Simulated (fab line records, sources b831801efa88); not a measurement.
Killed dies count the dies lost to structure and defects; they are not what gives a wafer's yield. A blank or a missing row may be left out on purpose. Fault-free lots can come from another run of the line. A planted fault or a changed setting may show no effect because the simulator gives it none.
A single fault, viewed from 2 desks :: flow gf180mcu :: what lay behind the numbers comes last; until then each desk has only its own

## FOR THE TOOL OWNER'S DESK: rie_diel-02
The tool's own readings at GF_V2_ETCH_17 (etches SiO2 in C4F8/O2/Ar, stops on TiN, target depth 630 nm): means of the sampled wafers that have a number, for each lot that ran on this tool. Any lot whose mean is over 4 standard deviations away from the usual mean is out of limits and marked OUT; that distance is given in the brackets.
Columns: A = bias_w at GF_V2_ETCH_17, usual 1200 W; B = oes_product_au at GF_V2_ETCH_17, usual 0.856 a.u.
lot: L532
first seen here: day 21 11:00
A: 1197
B: 0.856

lot: L533
first seen here: day 21 18:00
A: 1202
B: 0.856

lot: L537
first seen here: day 23 10:00
A: 1200
B: 0.854

lot: L543
first seen here: day 25 14:00
A: 1281 (+21) OUT
B: 0.858

lot: L545
first seen here: day 25 19:00
A: 1283 (+22) OUT
B: 0.862

lot: L552
first seen here: day 28 07:00
A: 1202
B: 0.856
This desk's verdict: out of limits on L543, L545, starting with L543 at day 25 14:00 (bias_w at GF_V2_ETCH_17). L532, L533, L537, L552 stayed within limits.

## THE METROLOGY DESK
What the gauges read, lot by lot, whatever tool the lot ran on: means of the sampled wafers that have a number. Any lot whose mean is over 4 standard deviations away from the usual mean is out of limits and marked OUT; that distance is given in the brackets.
Columns: A = M2_OVL at GF_M2_OVL_MEAS_15, usual 1 nm; B = cd_nm at GF_V2_CD_MEAS_14, usual 260.3 nm
lot: L530
first seen here: day 19 23:39
A: -5
B: 260.8

lot: L532
first seen here: day 20 09:29
A: -2
B: 260.3

lot: L531
first seen here: day 20 11:35
A: 8
B: 261.7

lot: L533
first seen here: day 20 17:14
A: -5
B: 260.8

lot: L534
first seen here: day 21 08:06
A: -5
B: 258.8

lot: L537
first seen here: day 22 09:06
A: 7
B: 260.9

lot: L538
first seen here: day 22 17:57
A: 5
B: 259.2

lot: L543
first seen here: day 24 14:35
A: 6
B: 260.7

lot: L544
first seen here: day 24 15:13
A: -3
B: 260.4

lot: L545
first seen here: day 24 20:41
A: -1
B: 260.7

lot: L546
first seen here: day 25 14:24
A: 11
B: 259.4

lot: L550
first seen here: day 27 05:28
A: -4
B: 259.8

lot: L551
first seen here: day 27 07:01
A: 5
B: 262.4

lot: L552
first seen here: day 27 09:32
A: -3
B: 261.6
Result from this desk: across the 14 lots, nothing is out of limits.

## TAKEN TOGETHER
At day 25 14:00, on L543, L545, the tool owner's desk was in a position to raise an alarm.
Nothing out of limits was seen by the metrology desk.
The metrology desk holds a record of L543, L545, inside its limits.
Every lot named ran GF_V2_ETCH_17 on rie_diel-02.

## WHAT HAD BEEN PUT IN BY THE SIMULATOR
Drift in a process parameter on rie_diel-02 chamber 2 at GF_V2_ETCH_17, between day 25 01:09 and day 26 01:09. From 1200, the setting bias_w moved by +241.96. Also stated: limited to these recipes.
Shown lots that were struck: L543, L545.
Delay in hours, fault start to first out-of-limits reading, by desk: the tool owner's desk at 13.
